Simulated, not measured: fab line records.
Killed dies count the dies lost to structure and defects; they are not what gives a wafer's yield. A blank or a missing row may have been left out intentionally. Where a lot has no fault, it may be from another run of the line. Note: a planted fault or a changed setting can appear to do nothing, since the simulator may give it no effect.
Which of the tools did it? || flow sky130 || 13 lots, 39 wafers sampled, at 4 steps of a route of 708

== WHAT EACH GAUGE READ, for each wafer ==
SKY_METAL4_OVL_MEAS_14. Usual: METAL4_OVL typically reads -8 nm, with standard deviation 5.9.
{"lot": "L787", "measured": "day 41 18:59", "on": "overlay-01", "METAL4_OVL (nm)": "-9 -20 -17", "flag": ""}
{"lot": "L789", "measured": "day 42 05:50", "on": "overlay-01", "METAL4_OVL (nm)": "-12 -12 -17", "flag": ""}
{"lot": "L790", "measured": "day 43 03:40", "on": "overlay-02", "METAL4_OVL (nm)": "-5 -4 -4", "flag": ""}
{"lot": "L791", "measured": "day 43 04:54", "on": "overlay-02", "METAL4_OVL (nm)": "-6 -11 -8", "flag": ""}
{"lot": "L792", "measured": "day 43 08:05", "on": "overlay-01", "METAL4_OVL (nm)": "-12 -13 -10", "flag": ""}
{"lot": "L795", "measured": "day 43 22:02", "on": "overlay-02", "METAL4_OVL (nm)": "-16 -10 -7", "flag": ""}
{"lot": "L796", "measured": "day 44 09:57", "on": "overlay-02", "METAL4_OVL (nm)": "-8 -4 -4", "flag": ""}
{"lot": "L798", "measured": "day 44 20:54", "on": "overlay-01", "METAL4_OVL (nm)": "-22 -11 -8", "flag": ""}
{"lot": "L800", "measured": "day 45 10:44", "on": "overlay-01", "METAL4_OVL (nm)": "-6 -8 -8", "flag": ""}
{"lot": "L803", "measured": "day 46 14:26", "on": "overlay-02", "METAL4_OVL (nm)": "-10 -5 -14", "flag": ""}
{"lot": "L808", "measured": "day 47 10:25", "on": "overlay-02", "METAL4_OVL (nm)": "-12 -18 -14", "flag": ""}
{"lot": "L809", "measured": "day 47 21:03", "on": "overlay-02", "METAL4_OVL (nm)": "-4 6 2", "flag": ""}
{"lot": "L810", "measured": "day 47 21:46", "on": "overlay-02", "METAL4_OVL (nm)": "-1 -3 -3", "flag": ""}

SKY_VIA4_OVL_MEAS_11. Usual: VIA4_OVL typically reads -0.8 nm, with standard deviation 1.4.
{"lot": "L787", "measured": "day 42 20:13", "on": "overlay-02", "VIA4_OVL (nm)": "-0.8 0.4 0.8", "flag": ""}
{"lot": "L789", "measured": "day 43 07:28", "on": "overlay-02", "VIA4_OVL (nm)": "0.0 0.1 0.7", "flag": ""}
{"lot": "L790", "measured": "day 44 03:20", "on": "overlay-02", "VIA4_OVL (nm)": "0.0 -0.4 -1.0", "flag": ""}
{"lot": "L791", "measured": "day 44 04:17", "on": "overlay-01", "VIA4_OVL (nm)": "-0.7 -0.6 -1.3", "flag": ""}
{"lot": "L792", "measured": "day 44 07:43", "on": "overlay-01", "VIA4_OVL (nm)": "-2.0 -1.7 -2.7", "flag": ""}
{"lot": "L795", "measured": "day 44 21:40", "on": "overlay-02", "VIA4_OVL (nm)": "-2.7 -1.2 -2.2", "flag": ""}
{"lot": "L796", "measured": "day 45 09:13", "on": "overlay-01", "VIA4_OVL (nm)": "-0.3 0.3 -2.5", "flag": ""}
{"lot": "L798", "measured": "day 45 19:26", "on": "overlay-02", "VIA4_OVL (nm)": "-0.4 1.0 -1.2", "flag": ""}
{"lot": "L800", "measured": "day 46 08:47", "on": "overlay-02", "VIA4_OVL (nm)": "-1.0 -1.5 -1.4", "flag": ""}
{"lot": "L803", "measured": "day 47 11:13", "on": "overlay-02", "VIA4_OVL (nm)": "-0.5 -0.5 -0.8", "flag": ""}
{"lot": "L808", "measured": "day 48 06:29", "on": "overlay-02", "VIA4_OVL (nm)": "-2.8 -1.4 -0.1", "flag": ""}
{"lot": "L809", "measured": "day 48 17:08", "on": "overlay-02", "VIA4_OVL (nm)": "-0.2 0.3 1.4", "flag": ""}
{"lot": "L810", "measured": "day 48 17:29", "on": "overlay-01", "VIA4_OVL (nm)": "-2.3 -4.6 -1.9", "flag": ""}

SKY_VIA4_RS_MEAS_19: the measuring method here is four-point-probe. Usual: VIA4_W_RS typically reads 0.2247 ohm/sq, with standard deviation 0.0025.
{"lot": "L787", "measured": "day 42 21:10", "on": "film_metro-04", "VIA4_W_RS (ohm/sq)": "0.2248 0.2248 0.2238", "flag": ""}
{"lot": "L789", "measured": "day 43 08:25", "on": "film_metro-01", "VIA4_W_RS (ohm/sq)": "0.2214 0.2220 0.2218", "flag": ""}
{"lot": "L790", "measured": "day 44 04:17", "on": "film_metro-01", "VIA4_W_RS (ohm/sq)": "0.2272 0.2242 0.2272", "flag": ""}
{"lot": "L791", "measured": "day 44 05:15", "on": "film_metro-01", "VIA4_W_RS (ohm/sq)": "0.2275 0.2213 0.2231", "flag": ""}
{"lot": "L792", "measured": "day 44 08:41", "on": "film_metro-04", "VIA4_W_RS (ohm/sq)": "0.2255 0.2235 0.2298", "flag": ""}
{"lot": "L795", "measured": "day 44 22:35", "on": "film_metro-01", "VIA4_W_RS (ohm/sq)": "0.2267 0.2237 0.2257", "flag": ""}
{"lot": "L796", "measured": "day 45 10:11", "on": "film_metro-04", "VIA4_W_RS (ohm/sq)": "0.2289 0.2242 0.2277", "flag": ""}
{"lot": "L798", "measured": "day 45 20:29", "on": "film_metro-01", "VIA4_W_RS (ohm/sq)": "0.2242 0.2230 0.2280", "flag": ""}
{"lot": "L800", "measured": "day 46 09:52", "on": "film_metro-04", "VIA4_W_RS (ohm/sq)": "0.2222 0.2252 0.2237", "flag": ""}
{"lot": "L803", "measured": "day 47 12:34", "on": "film_metro-04", "VIA4_W_RS (ohm/sq)": "0.2265 0.2228 0.2268", "flag": ""}
{"lot": "L808", "measured": "day 48 07:32", "on": "film_metro-04", "VIA4_W_RS (ohm/sq)": "0.2244 0.2221 0.2249", "flag": ""}
{"lot": "L809", "measured": "day 48 18:14", "on": "film_metro-01", "VIA4_W_RS (ohm/sq)": "0.2294 0.2273 0.2268", "flag": ""}
{"lot": "L810", "measured": "day 48 18:53", "on": "film_metro-01", "VIA4_W_RS (ohm/sq)": "0.2241 0.2240 0.2280", "flag": ""}

== TOOL THAT RAN EACH LOT (tool first, then ch and the chambers of the sampled wafers, then the start) ==
{"lot": "L787", "SKY_POLY_GATE_STRIP_18": "plasma_asher-04 ch 0, day 16 11:13"}
{"lot": "L789", "SKY_POLY_GATE_STRIP_18": "plasma_asher-03 ch 1, day 17 01:46"}
{"lot": "L790", "SKY_POLY_GATE_STRIP_18": "plasma_asher-03 ch 0,1, day 17 23:41"}
{"lot": "L791", "SKY_POLY_GATE_STRIP_18": "plasma_asher-01 ch 0,1, day 17 23:49"}
{"lot": "L792", "SKY_POLY_GATE_STRIP_18": "plasma_asher-01 ch 0,1, day 18 07:07"}
{"lot": "L795", "SKY_POLY_GATE_STRIP_18": "plasma_asher-03 ch 0,1, day 19 05:52"}
{"lot": "L796", "SKY_POLY_GATE_STRIP_18": "plasma_asher-01 ch 0,1, day 19 16:19"}
{"lot": "L798", "SKY_POLY_GATE_STRIP_18": "plasma_asher-01 ch 0,1, day 20 12:37"}
{"lot": "L800", "SKY_POLY_GATE_STRIP_18": "plasma_asher-03 ch 0,1, day 21 04:12"}
{"lot": "L803", "SKY_POLY_GATE_STRIP_18": "plasma_asher-01 ch 0,1, day 22 15:27"}
{"lot": "L808", "SKY_POLY_GATE_STRIP_18": "plasma_asher-01 ch 0,1, day 24 05:38"}
{"lot": "L809", "SKY_POLY_GATE_STRIP_18": "plasma_asher-01 ch 1, day 24 10:55"}
{"lot": "L810", "SKY_POLY_GATE_STRIP_18": "plasma_asher-04 ch 0,1, day 24 17:33"}
- SKY_POLY_GATE_STRIP_18: strips in O2/N2.

== AS READ BY THE TOOLS THEMSELVES (means over the sampled wafers that have a number; for cases with no such wafer, the mark the record gives instead) ==
SKY_POLY_GATE_STRIP_18. Usual: chamber_pressure_mTorr 1499.8 mTorr, standard deviation 1.5; drypump_motor_current_A 5.4 A, standard deviation 0.35; oes_product_au 0.361 a.u., standard deviation 0.005; strip_time_to_endpoint_s 3.17 s, standard deviation 0.04.
{"lot": "L787", "tool": "plasma_asher-04", "chamber_pressure_mTorr (mTorr)": 1500.3, "drypump_motor_current_A (A)": 6.0, "oes_product_au (a.u.)": 0.358, "strip_time_to_endpoint_s (s)": 3.14, "flag": ""}
{"lot": "L789", "tool": "plasma_asher-03", "chamber_pressure_mTorr (mTorr)": 1500.5, "drypump_motor_current_A (A)": 5.1, "oes_product_au (a.u.)": 0.364, "strip_time_to_endpoint_s (s)": 3.13, "flag": ""}
{"lot": "L790", "tool": "plasma_asher-03", "chamber_pressure_mTorr (mTorr)": 1500.9, "drypump_motor_current_A (A)": 5.1, "oes_product_au (a.u.)": 0.361, "strip_time_to_endpoint_s (s)": 3.17, "flag": ""}
{"lot": "L791", "tool": "plasma_asher-01", "chamber_pressure_mTorr (mTorr)": 1499.0, "drypump_motor_current_A (A)": 5.7, "oes_product_au (a.u.)": 0.362, "strip_time_to_endpoint_s (s)": 3.21, "flag": ""}
{"lot": "L792", "tool": "plasma_asher-01", "chamber_pressure_mTorr (mTorr)": 1499.5, "drypump_motor_current_A (A)": 5.7, "oes_product_au (a.u.)": 0.359, "strip_time_to_endpoint_s (s)": 3.15, "flag": ""}
{"lot": "L795", "tool": "plasma_asher-03", "chamber_pressure_mTorr (mTorr)": 1499.1, "drypump_motor_current_A (A)": 5.0, "oes_product_au (a.u.)": 0.362, "strip_time_to_endpoint_s (s)": 3.19, "flag": ""}
{"lot": "L796", "tool": "plasma_asher-01", "chamber_pressure_mTorr (mTorr)": 1500.9, "drypump_motor_current_A (A)": 5.6, "oes_product_au (a.u.)": 0.364, "strip_time_to_endpoint_s (s)": 3.14, "flag": ""}
{"lot": "L798", "tool": "plasma_asher-01", "chamber_pressure_mTorr (mTorr)": 1499.5, "drypump_motor_current_A (A)": 5.7, "oes_product_au (a.u.)": 0.363, "strip_time_to_endpoint_s (s)": 3.20, "flag": ""}
{"lot": "L800", "tool": "plasma_asher-03", "chamber_pressure_mTorr (mTorr)": 1499.3, "drypump_motor_current_A (A)": 5.1, "oes_product_au (a.u.)": 0.359, "strip_time_to_endpoint_s (s)": 3.16, "flag": ""}
{"lot": "L803", "tool": "plasma_asher-01", "chamber_pressure_mTorr (mTorr)": 1499.8, "drypump_motor_current_A (A)": 5.7, "oes_product_au (a.u.)": 0.366, "strip_time_to_endpoint_s (s)": 3.18, "flag": ""}
{"lot": "L808", "tool": "plasma_asher-01", "chamber_pressure_mTorr (mTorr)": 1499.0, "drypump_motor_current_A (A)": 5.7, "oes_product_au (a.u.)": 0.359, "strip_time_to_endpoint_s (s)": 3.14, "flag": ""}
{"lot": "L809", "tool": "plasma_asher-01", "chamber_pressure_mTorr (mTorr)": 1499.7, "drypump_motor_current_A (A)": 5.8, "oes_product_au (a.u.)": 0.362, "strip_time_to_endpoint_s (s)": 3.21, "flag": ""}
{"lot": "L810", "tool": "plasma_asher-04", "chamber_pressure_mTorr (mTorr)": 1500.0, "drypump_motor_current_A (A)": 5.7, "oes_product_au (a.u.)": 0.364, "strip_time_to_endpoint_s (s)": 3.13, "flag": ""}

== THE ANSWER, worked out from the rows above alone ==
Rule: take the mean of a lot's wafers that have a number; if it is more than 3 standard deviations from the usual mean, the lot is off. A lot without any number at a reading at which 4 lots or more have one is off too. All remaining lots with rows at the step are treated as sound. Order of review: gauges by route order, followed by the tools' own readings, for which a lot's mean as printed above is used. The first step at which some lot is off is used, and at that step the reading that is off furthest; a lot without a number counts as furthest.
Nothing can be told from this: no lot is off at any reading shown.

== WHAT THE SIMULATOR HAD INSERTED ==
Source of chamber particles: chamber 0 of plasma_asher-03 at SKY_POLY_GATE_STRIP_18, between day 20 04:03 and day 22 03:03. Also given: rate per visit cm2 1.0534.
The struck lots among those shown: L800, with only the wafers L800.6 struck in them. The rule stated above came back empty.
